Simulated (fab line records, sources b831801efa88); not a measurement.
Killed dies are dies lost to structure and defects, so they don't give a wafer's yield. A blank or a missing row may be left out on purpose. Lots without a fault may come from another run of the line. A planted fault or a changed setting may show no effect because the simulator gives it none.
A struck lot beside a sound one | flow sky130 | 16 steps out of a route of 708
Sound: wafers L429.1, L429.2, L429.3. Struck: wafers L436.4, L436.5, L436.6. The cause comes at the end.
At each step with rows: each side's tool, then ch and its chambers, then its first start. Under that, the readings that differ: sound wafers | struck wafers | difference of the means | sigmas: that difference in standard deviations of wafers without a fault.
alike: readings whose means differ by less than 2 such deviations, and words and numbers that are the same on both sides. not compared: withheld readings, readings that some wafer has no value for, bounds like >300 that may hide the same value, and numbers for which the record gives no deviation and whose values overlap.
The two part at a step that has a row with sigmas, a row that says differs or no value, or rows on one side only. Numbers that don't overlap but have no deviation are shown without sigmas and don't part them. A reading that every wafer of one side lacks parts them only if that side has two wafers or more.

first, 1 step without rows for these wafers: SKY_SONOS_ONO_CVD_04 (deposits SiO2 from SiH4/N2O, target thk 5.7199 nm).
SKY_SONOS_ONO_THK_MEAS_05:
  sound on film_metro-02, day 12 20:11; struck on film_metro-03, day 15 15:19
  alike: SONOS_ONO_CVD_04_THK
then, 7 steps without rows for these wafers: SKY_SONOS_ONO_DEHYDRATE_06 (time 60 s); SKY_SONOS_ONO_HMDS_07 (prime time 60 s); SKY_SONOS_ONO_COAT_08 (resist thk 1140 nm); SKY_SONOS_ONO_SOFTBAKE_09 (time 60 s); SKY_SONOS_ONO_EXPOSE_10 (exposes mask ONOM, target cd 410 nm); SKY_SONOS_ONO_PEB_11; SKY_SONOS_ONO_DEVELOP_12 (develop time 60 s).
SKY_SONOS_ONO_CD_MEAS_13: target cd 410 nm.
  sound on cd_sem-01, day 13 21:59; struck on cd_sem-01, day 16 20:02
  alike: cd_nm
SKY_SONOS_ONO_OVL_MEAS_14:
  sound on overlay-01, day 13 22:07; struck on overlay-02, day 16 20:07
  alike: SONOS_ONO_OVL
SKY_SONOS_ONO_ETCH_15: etches the open film in CHF3/O2, target depth 19.52 nm, time 7.8 s.
  sound on rie_diel-03 ch 0,1,2, day 13 22:08; struck on rie_diel-03 ch 1,2,3, day 16 20:09
  reading                | sound             | struck            | difference                    | sigmas
  O2_flow_sccm (sccm)    | 5.011 4.981 4.967 | 5.025 5.025 5.029 | +0.040                        | +2
  rf_hours_counter_h (h) | 39 3 74           | - - -             | no value on the struck wafers |
  alike: bias_w, drypump_motor_current_A, oes_product_au, throttle_valve_pct
SKY_SONOS_ONO_WET_ETCH_16: etches SiO2 in dHF, target depth 14 nm, time 280 s.
  sound on wet_bench-01 ch 0, day 13 22:10; struck on wet_bench-01 ch 3, day 16 20:10
  no value came back on the struck wafers for bath_heat_duty_pct (%), run_length_s (s); on the sound wafers bath_heat_duty_pct (%) reads 6.6 6.0 5.7
  reading                                      | sound             | struck            | difference | sigmas
  model.SiO2_of_FIELD_ISO_CVD_24.thk_nm (nm)   | 386.3 384.1 384.5 | 399.1 399 399.9   | +14.4      |
  model.SiO2_of_NWELL_OXIDATION_01.thk_nm (nm) | 0 0 0             | 4.891 5.098 5.075 | +5.021     |
SKY_SONOS_ONO_STRIP_17: strips in O2/N2.
  sound on plasma_asher-02 ch 0,1, day 13 22:16; struck on plasma_asher-02 ch 0,1, day 16 20:17
  alike: drypump_motor_current_A, oes_product_au, strip_time_to_endpoint_s
  not compared: rf_hours_counter_h
SKY_SONOS_ONO_WET_ETCH_18: etches Si3N4 in H3PO4, target depth 15 nm, time 172 s.
  sound on wet_bench-03 ch 0, day 13 22:22; struck on wet_bench-04 ch 0, day 16 20:20
  reading                                    | sound             | struck            | difference | sigmas
  bath_heat_duty_pct (%)                     | 21.9 24.1 23.6    | 29.6 29.3 27.9    | +5.7       | +3
  model.SiO2_of_FIELD_ISO_CVD_24.thk_nm (nm) | 386.1 383.9 384.4 | 398.9 398.8 399.7 | +14.3      |
  alike: bath_guard_temp_C
-- the record jumps here: 32 days lie between the struck wafers' starts before and after (it left off in module SONOS_ONO and takes up again in module PAD_OPEN, whose first step shown is number 708 of the route) --
SKY_PAD_OPEN_PROBE_99:
  sound on prober-01, day 46 15:53; struck on prober-02, day 48 20:24
  reading             | sound    | struck                                                               | difference                   | sigmas
  hold                | - - -    | await_dispo/4.3h/scrap await_dispo/4.3h/scrap await_dispo/4.3h/scrap | no value on the sound wafers |
  killed_at_front_end | 16 16 12 | 418 422 427                                                          | +408                         | +91
  killed_dies         | 87 80 73 | 492 492 492                                                          | +412                         | +46
  killed_on_rim       | 19 12 12 | 96 96 96                                                             | +82                          | +22
  alike: killed_at_M0_to_M3, killed_at_M4_up, killed_at_contacts, killed_at_other, killed_open, killed_short

WHERE THEY PART
First at SKY_SONOS_ONO_ETCH_15; last, within this record, at SKY_PAD_OPEN_PROBE_99.

WHY: what the simulator had put in
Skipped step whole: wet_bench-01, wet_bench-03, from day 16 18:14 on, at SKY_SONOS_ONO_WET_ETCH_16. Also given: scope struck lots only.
